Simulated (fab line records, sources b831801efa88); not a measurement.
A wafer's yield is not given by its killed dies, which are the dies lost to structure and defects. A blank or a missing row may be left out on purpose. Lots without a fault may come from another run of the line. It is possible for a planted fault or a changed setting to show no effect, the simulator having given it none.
One fault through the eyes of 2 desks	flow gf180mcu	each desk holds nothing but its own numbers, with what lay behind them at the end

AT THE TOOL OWNER'S DESK: litho_track-02
Per lot that ran on this tool, the mean of the sampled wafers carrying a number, from the tool's own readings at GF_V5_SOFTBAKE_10 (time 60 s). Marked OUT: a lot whose mean sits more than 4 standard deviations from the usual mean, which makes it out of limits; the brackets give that distance.
Columns: A = heater_power_total_W at GF_V5_SOFTBAKE_10, usual 93.05 W; B = plate_temp_C at GF_V5_SOFTBAKE_10, usual 130.00 C; C = resist_line_temp_C at GF_V5_SOFTBAKE_10, usual 22.98 C
lot	first seen here	A	B	C
L447	day 30 11:00	93.08	130.09	22.97
L451	day 31 14:00	99.12 (+98) OUT	136.57 (+51) OUT	22.88
L453	day 32 00:00	99.06 (+97) OUT	136.47 (+50) OUT	23.05
L456	day 32 20:00	99.06 (+97) OUT	136.36 (+49) OUT	23.00
Finding of this desk: L451, L453, L456 out of limits; the first was L451 at day 31 14:00, on heater_power_total_W at GF_V5_SOFTBAKE_10. Within limits: L447.

FROM THE METROLOGY DESK
What the gauges read, lot by lot, whatever tool the lot ran on: means of the sampled wafers that have a number. Marked OUT: a lot whose mean sits more than 4 standard deviations from the usual mean, which makes it out of limits; the brackets give that distance.
Columns: A = V3_W_RS at GF_V3_RS_MEAS_24, usual 0.328 ohm/sq; B = cd_nm at GF_V5_CD_MEAS_14, usual 260.4 nm
lot	first seen here	A	B
L439	day 23 13:29	0.326	261.3
L441	day 24 08:51	0.328	261.6
L443	day 25 04:05	0.328	259.0
L445	day 26 00:02	0.326	262.7
L447	day 26 12:36	0.325	261.2
L451	day 27 21:46	0.329	282.7 (+16) OUT
L453	day 28 08:17	0.325	281.3 (+15) OUT
L455	day 28 20:33	0.328	261.2
L456	day 29 07:14	0.330	276.4 (+11) OUT
L457	day 29 07:37	0.332	260.8
L458	day 29 15:25	0.323	260.8
L459	day 29 18:17	0.327	261.1
Finding of this desk: L451, L453, L456 out of limits; the first was L451 at day 31 22:59, on cd_nm at GF_V5_CD_MEAS_14. Within limits: L439, L441, L443, L445, L447, L455, L457, L458, L459.

BROUGHT TOGETHER
At day 31 14:00, on L451, L453, L456, the tool owner's desk was in a position to raise an alarm.
On L451, L453, L456, the metrology desk was in a position to raise an alarm at day 31 22:59.
All the named lots went through GF_V5_SOFTBAKE_10 on litho_track-02.

WHAT THE SIMULATOR PUT IN
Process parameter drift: litho_track-02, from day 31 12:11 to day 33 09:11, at GF_V5_SOFTBAKE_10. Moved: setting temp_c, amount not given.
Lots struck among those shown: L451, L453, L456.
Fault start to first reading out of limits, in hours, per desk: tool owner, 2; metrology, 11.
